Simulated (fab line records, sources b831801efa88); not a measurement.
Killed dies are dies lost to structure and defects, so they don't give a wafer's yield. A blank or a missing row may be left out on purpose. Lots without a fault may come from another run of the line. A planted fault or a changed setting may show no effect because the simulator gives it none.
Split-lot experiment | flow sky130 | 5 lots, 23 wafers read, on a route of 708 steps

THE SPLIT
At SKY_LDD_HVP_IMPLANT_08, the setting energy_kev was moved away from the recipe's 20 on 9 of the 23 wafers read, by -5.6% to +5.6%. The other wafers ran this setting at the recipe's value.

The reading is taken at the split's own step.

THE READING
implant.drp_nm (the simulator's own value, which no gauge read), in nm, at SKY_LDD_HVP_IMPLANT_08. The file gives no usual value for it.

wafer  | tool, chamber at the split | energy_kev as run | against the recipe | implant.drp_nm, nm | against lot-mates on the recipe
L074.1 | implanter-01, 0            | 20                | recipe             | 28.53              | -
L074.4 | implanter-01, 0            | 20                | recipe             | 28.53              | -
L074.5 | implanter-01, 0            | 20                | recipe             | 28.53              | -
L078.1 | implanter-01, 0            | 19.49             | -2.6%              | 28.02              | -0.51
L078.2 | implanter-01, 0            | 19.49             | -2.6%              | 28.02              | -0.51
L078.3 | implanter-01, 0            | 20                | recipe             | 28.53              | -
L078.4 | implanter-01, 0            | 20                | recipe             | 28.53              | -
L078.5 | implanter-01, 0            | 20                | recipe             | 28.53              | -
L075.1 | implanter-01, 0            | 20.58             | +2.9%              | 29.16              | +0.63
L075.3 | implanter-01, 0            | 20.58             | +2.9%              | 29.16              | +0.63
L075.2 | implanter-01, 0            | 20                | recipe             | 28.53              | -
L075.4 | implanter-01, 0            | 20                | recipe             | 28.53              | -
L075.5 | implanter-01, 0            | 20                | recipe             | 28.53              | -
L080.1 | implanter-01, 0            | 20                | recipe             | 28.53              | -
L080.3 | implanter-01, 0            | 20                | recipe             | 28.53              | -
L080.6 | implanter-01, 0            | 20                | recipe             | 28.53              | -
L080.2 | implanter-01, 0            | 18.88             | -5.6%              | 27.39              | -1.14
L080.5 | implanter-01, 0            | 18.88             | -5.6%              | 27.39              | -1.14
L084.1 | implanter-01, 0            | 20                | recipe             | 28.53              | -
L084.4 | implanter-01, 0            | 20                | recipe             | 28.53              | -
L084.3 | implanter-01, 0            | 21.12             | +5.6%              | 29.83              | +1.30
L084.5 | implanter-01, 0            | 21.12             | +5.6%              | 29.83              | +1.30
L084.6 | implanter-01, 0            | 21.12             | +5.6%              | 29.83              | +1.30

THE FIT
A straight line over all 23 wafers: implant.drp_nm changes by +0.218 nm for each +1% of energy_kev; r = +1.00; the points scatter about the line by 0.035 nm.
The same after taking each lot's own level away (the mean of its wafers on the recipe; 23 wafers): +0.218 nm for each +1%; r = +1.00; scatter 0.035 nm.
On that fit, the largest move of energy_kev shifts the reading by 1.2 nm.
The lots' own levels span 28.530 to 28.530 nm.
So the lot-to-lot level changes the slope little: the two slopes agree.
Check: with one of the wafers moved furthest among these (-5.6%) left out of the fit, the line predicts -1.22 nm for it against its lot-mates. It came out at -1.14 nm against them.

OTHER SPLITS ON THESE WAFERS
These wafers also went through other splits before the reading. Each is held against what the fit with the lots' levels taken away leaves over:
other split on the same wafers         | wafers away from the commonest value | r with implant.drp_nm (lot level and that fit taken away)
SKY_SONOS_TUNNEL_IMPLANT_09 energy_kev | 10                                   | +0.01
SKY_GATE_OXIDE_OXIDATION_01 temp_c     | 15                                   | -0.06
SKY_GATE_OXIDE_IMPLANT_11 energy_kev   | 8                                    | +0.43
SKY_POLY_GATE_EXPOSE_10 dose_mj        | 11                                   | +0.25
SKY_POLY_GATE_ETCH_15 source_w         | 11                                   | -0.33
SKY_POLY_GATE_STRIP_18 power_w         | 6                                    | -0.22
SKY_LDD_P_IMPLANT_09 dose_cm2          | 6                                    | +0.21
SKY_LDD_HVN_IMPLANT_08 energy_kev      | 7                                    | +0.32

THE WHOLE CHAIN: every reading that the file lists as answering this split, in the file's order
step                   | what it does | reading                                                         | change (the file's fit)               | r (the file's)
SKY_LDD_HVP_IMPLANT_08 |              | implant.rp_nm (the simulator's own value, which no gauge read)  | +0.619 nm for each +1% of the setting | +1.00
SKY_LDD_HVP_IMPLANT_08 |              | implant.drp_nm (the simulator's own value, which no gauge read) | +0.216 nm for each +1% of the setting | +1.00

THE FILE'S OWN FIT
implant.drp_nm changes by +0.216 nm for each +1% of energy_kev, r = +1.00.
